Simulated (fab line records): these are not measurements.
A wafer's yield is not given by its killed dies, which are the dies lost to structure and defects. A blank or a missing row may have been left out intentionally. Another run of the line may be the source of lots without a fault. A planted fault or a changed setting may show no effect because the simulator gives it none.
2 desks, one fault | flow gf180mcu | each desk holds nothing but its own numbers, with what lay behind them at the end

THE TOOL OWNER'S DESK: pvd-sputter-01
The tool's own readings at GF_SALICIDE_SPUTTER_02 (material Co, target thk 10 nm, time 20 s): means of the sampled wafers that have a number, for each lot that ran on this tool. The brackets show how far a lot's mean lies from the usual mean; more than 4 standard deviations puts the lot out of limits, marked OUT.
Columns: A = throttle-valve-pct at GF_SALICIDE_SPUTTER_02, usual 29.6 %
lot  | first seen here | A
L659 | day 20 05:07    | 29.6
L667 | day 22 20:21    | 29.5
This desk's verdict: no lot among the 2 shows anything out of limits.

THE METROLOGY DESK
What the gauges read for every lot (on any tool): the sampled wafers with a number, averaged. The brackets show how far a lot's mean lies from the usual mean; more than 4 standard deviations puts the lot out of limits, marked OUT.
Columns: A = HV_LDD_CVD_54_THK at GF_HV_LDD_THK_MEAS_55, usual 9.98 nm; B = HV_LDD_CVD_56_THK at GF_HV_LDD_THK_MEAS_57, usual 90.3 nm; C = NSD_TW at GF_NSD_TW_MEAS_12, usual 4237; D = SALICIDE_TIN_RS at GF_SALICIDE_RS_MEAS_04, usual 16.3 ohm/sq
lot  | first seen here | A     | B    | C    | D
L645 | day 12 09:52    | 9.89  | 91.7 | 4290 | 16.4
L646 | day 12 18:27    | 10.11 | 91.4 | 4290 | 16.4
L647 | day 13 00:03    | 10.19 | 89.6 | 4171 | 16.3
L648 | day 13 09:04    | 10.08 | 90.1 | 4192 | 16.1
L650 | day 14 02:48    | 9.81  | 90.5 | 4243 | 16.0
L652 | day 14 17:17    | 10.03 | 90.1 | 4185 | 16.7
L653 | day 14 23:50    | 9.95  | 91.3 | 4274 | 16.2
L655 | day 15 20:16    | 10.08 | 91.0 | 4242 | 16.1
L656 | day 16 03:03    | 9.96  | 91.2 | 4230 | 16.0
L658 | day 16 14:21    | 9.89  | 89.5 | 4298 | 16.0
L659 | day 17 02:02    | 9.95  | 89.4 | 4237 | 15.9
L667 | day 19 17:56    | 10.15 | 90.4 | 4197 | 22.3 (+18) OUT
L668 | day 20 03:37    | 9.99  | 90.6 | 4284 | 16.0
Finding of this desk: L667 out of limits, first seen on L667 at day 22 20:25 (SALICIDE_TIN_RS at GF_SALICIDE_RS_MEAS_04). L645, L646, L647, L648, L650, L652, L653, L655, L656, L658, L659, L668 stayed within limits.

ALL TOGETHER
The metrology desk could have raised an alarm at day 22 20:25, on L667.
The tool owner's desk saw nothing out of limits.
On record at the tool owner's desk: L667, within its limits.
On pvd-sputter-01, each named lot ran GF_SALICIDE_SPUTTER_02.

WHAT THE SIMULATOR HAD INSERTED
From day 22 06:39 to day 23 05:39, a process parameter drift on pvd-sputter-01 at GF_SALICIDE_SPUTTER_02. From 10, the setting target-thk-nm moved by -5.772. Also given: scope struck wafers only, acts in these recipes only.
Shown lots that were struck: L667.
Time in hours between the start of the fault and the first out-of-limits reading at each desk: metrology desk, 14.
